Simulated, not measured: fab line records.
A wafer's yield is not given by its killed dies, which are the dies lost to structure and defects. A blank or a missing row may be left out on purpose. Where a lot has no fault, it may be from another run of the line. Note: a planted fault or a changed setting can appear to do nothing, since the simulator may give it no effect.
A struck lot beside a sound one + flow gf180mcu + 17 out of 602 route steps
Sound: the wafers L891.3, L891.4, L891.5. The struck wafers were L909.4, L909.5. The cause is named last.
Order at every step that has rows: each side's tool, ch and its chambers, its first start. Under that, the readings that differ: sound wafers + struck wafers + difference of the means + sigmas: that difference in standard deviations of wafers without a fault.
alike: readings whose means differ by less than 2 such deviations, and words and numbers that are the same on both sides. not compared: withheld readings, readings that some wafer has no value for, bounds like >300 that may hide the same value, and numbers for which the record gives no deviation and whose values overlap.
Wherever a step has rows on one side only, a row that says differs or no value, or a row with sigmas, the two part there. Non-overlapping numbers with no deviation appear without sigmas and do not part them. A reading missing from all wafers of one side parts the sides only when that side holds two or more wafers.

first, 4 steps without rows for these wafers: GF_SAB_SOFTBAKE_05 (time 60 s); GF_SAB_EXPOSE_06 (exposes mask SAB, target cd 420 nm); GF_SAB_PEB_07; GF_SAB_DEVELOP_08 (develop time 60 s).
GF_SAB_CD_MEAS_09: target cd 420 nm.
  sound: cd-sem-02 at day 15 15:38; struck: cd-sem-02 at day 22 04:31
| reading    | sound             | struck      | difference | sigmas |
|------------|-------------------|-------------|------------|--------|
| cd-nm (nm) | 424.8 422.4 424.7 | 419.0 417.4 | -5.8       | -3     |
GF_SAB_OVL_MEAS_10:
  sound: overlay-01 at day 15 15:43; struck: overlay-01 at day 22 04:35
  alike: SAB_OVL
GF_SAB_ETCH_11: etches SiO2 in C4F8/O2/Ar, target depth 55 nm, time 8.5 s.
  sound on rie-diel-03 ch 2,3, day 15 15:45; struck on rie-diel-04 ch 0,3, day 22 04:37
| reading               | sound             | struck      | difference | sigmas |
|-----------------------|-------------------|-------------|------------|--------|
| oes-product-au (a.u.) | 1.010 1.005 1.015 | 0.984 0.997 | -0.020     | -2     |
  not compared: rf-hours-counter-h
then, 1 step without rows for these wafers: GF_SAB_WET_ETCH_12 (etches SiO2 in dHF, target depth 22 nm, time 440 s).
GF_SAB_STRIP_13: strips in O2/N2.
  sound on plasma-asher-01 ch 0,1, day 15 15:56; struck on plasma-asher-01 ch 0, day 22 04:47
  alike: drypump-motor-current-A, heater-power-w, oes-product-au, strip-time-to-endpoint-s
  not compared: rf-hours-counter-h
then, 2 steps without rows for these wafers: GF_SALICIDE_CLEAN_00 (cleans in SC1/SC2, time 150 s); GF_SALICIDE_WET_ETCH_01 (etches SiO2 in dHF, target depth 5 nm, time 100 s).
GF_SALICIDE_SPUTTER_02: material Co, target thk 10 nm, time 20 s.
  sound: pvd-sputter-02 at day 15 16:05; struck: pvd-sputter-03 at day 22 04:57
  alike: cathode-dc-power-W, throttle-valve-pct
GF_SALICIDE_SPUTTER_03: material TiN, target thk 20 nm, time 16.7 s.
  sound: pvd-sputter-02 at day 15 16:07; struck: pvd-sputter-03 at day 22 04:59
| reading                                      | sound            | struck      | difference | sigmas |
|----------------------------------------------|------------------|-------------|------------|--------|
| model.TiN_of_SALICIDE_SPUTTER_03.thk-nm (nm) | 19.87 19.62 19.9 | 21.83 21.76 | +2.00      |        |
  alike: cathode-dc-power-W, throttle-valve-pct
GF_SALICIDE_RS_MEAS_04: the measuring method here is four-point-probe.
  sound: film-metro-01 at day 15 16:11; struck: film-metro-04 at day 22 05:04
  alike: SALICIDE_TIN_RS
GF_SALICIDE_THK_MEAS_05: measures by xrf.
  sound: film-metro-01 at day 15 16:17; struck: film-metro-04 at day 22 05:09
| reading               | sound             | struck      | difference | sigmas |
|-----------------------|-------------------|-------------|------------|--------|
| SALICIDE_TIN_THK (nm) | 19.70 19.51 19.76 | 21.73 21.65 | +2.03      | +8     |
GF_SALICIDE_RTA_06: time 30 s.
  sound on rtp-anneal-01 ch 0, day 15 16:21; struck on rtp-anneal-01 ch 0, day 22 05:14
  alike: lamp-power-pct, wafer_temp_C_max
after that, 1 step had no rows for these wafers: GF_PASSIVATION_PROBE_99.

WHERE THEY PART
At GF_SAB_CD_MEAS_09 first; at GF_SALICIDE_THK_MEAS_05 last (within this record only). Later steps at which nothing parts them and some readings are alike: GF_SALICIDE_RTA_06.

WHY: what had been put in by the simulator
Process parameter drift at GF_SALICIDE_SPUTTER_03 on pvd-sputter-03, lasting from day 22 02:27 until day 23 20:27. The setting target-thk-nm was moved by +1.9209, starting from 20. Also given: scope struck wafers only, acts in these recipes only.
